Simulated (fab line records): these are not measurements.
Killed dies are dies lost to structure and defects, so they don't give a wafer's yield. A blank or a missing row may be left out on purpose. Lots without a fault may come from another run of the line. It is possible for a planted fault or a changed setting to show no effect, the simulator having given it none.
One fault through the eyes of 2 desks + flow sky130 + each desk holds nothing but its own numbers, with what lay behind them at the end

== AT THE METROLOGY DESK ==
Means of the sampled wafers that have a number, per lot and without regard to the tool the lot ran on: this is what the gauges read. If a lot's mean is further than 4 standard deviations from the usual mean, the lot is out of limits and carries the mark OUT (the distance appears in the brackets).
Columns: A = SONOS_ONO_CVD_04_THK at SKY_SONOS_ONO_THK_MEAS_05, usual 5.76 nm; B = cd_nm at SKY_POLY_GATE_CD_MEAS_22, usual 150.7 nm
| lot  | first seen here | A    | B     |
|------|-----------------|------|-------|
| L260 | day 12 08:05    | 5.76 | 153.1 |
| L262 | day 12 20:13    | 5.74 | 148.9 |
| L266 | day 13 17:20    | 5.70 | 151.1 |
| L268 | day 14 13:32    | 5.64 | 150.5 |
| L271 | day 15 01:51    | 5.92 | 151.7 |
| L277 | day 17 06:07    | 6.00 | 150.6 |
| L276 | day 17 06:08    | 5.70 | 150.6 |
| L278 | day 17 08:00    | 5.79 | 153.0 |
| L279 | day 18 01:05    | 5.72 | 150.5 |
| L280 | day 18 11:01    | 5.94 | 147.5 |
| L281 | day 18 15:30    | 5.78 | 154.0 |
| L282 | day 18 21:58    | 5.59 | 148.6 |
| L283 | day 19 00:52    | 5.74 | 147.5 |
This desk found nothing out of limits on any of the 13 lots.

== THE TOOL OWNER'S DESK: implanter-02 ==
The tool's own readings at SKY_LDD_N_IMPLANT_14: means of the sampled wafers that have a number, for each lot that ran on this tool. If a lot's mean is further than 4 standard deviations from the usual mean, the lot is out of limits and carries the mark OUT (the distance appears in the brackets).
Columns: A = beam_energy_keV at SKY_LDD_N_IMPLANT_14, usual 50.001; B = dose_ions_cm2 at SKY_LDD_N_IMPLANT_14, usual 5e+12; C = faraday_current_uA at SKY_LDD_N_IMPLANT_14, usual 28.3
| lot  | first seen here | A      | B                       | C              |
|------|-----------------|--------|-------------------------|----------------|
| L262 | day 19 04:41    | 50.018 | 5e+12                   | 28.2           |
| L266 | day 20 08:27    | 49.998 | 4e+12 (-99 or more) OUT | 21.9 (-13) OUT |
| L268 | day 21 11:09    | 49.998 | 4e+12 (-99 or more) OUT | 21.9 (-13) OUT |
| L277 | day 24 17:38    | 49.964 | 5e+12                   | 27.8           |
| L281 | day 25 07:22    | 50.016 | 5e+12                   | 28.4           |
| L282 | day 25 16:20    | 50.024 | 5e+12                   | 28.1           |
This desk's finding: out of limits on L266, L268; first on L266, day 20 08:27 (dose_ions_cm2 at SKY_LDD_N_IMPLANT_14). Within limits: L262, L277, L281, L282.

== PUT TOGETHER ==
At day 20 08:27, on L266, L268, the tool owner's desk was in a position to raise an alarm.
From the metrology desk's view, nothing was out of limits.
The metrology desk holds a record of L266, L268, inside its limits.
The lots listed all ran SKY_LDD_N_IMPLANT_14 on implanter-02.

== WHAT THE SIMULATOR HAD INSERTED ==
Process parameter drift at SKY_LDD_N_IMPLANT_14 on implanter-02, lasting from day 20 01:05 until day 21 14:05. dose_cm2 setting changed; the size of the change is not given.
Shown lots that were struck: L266, L268.
Time in hours from fault onset to the first out-of-limits reading at each desk: the tool owner's desk, 7.
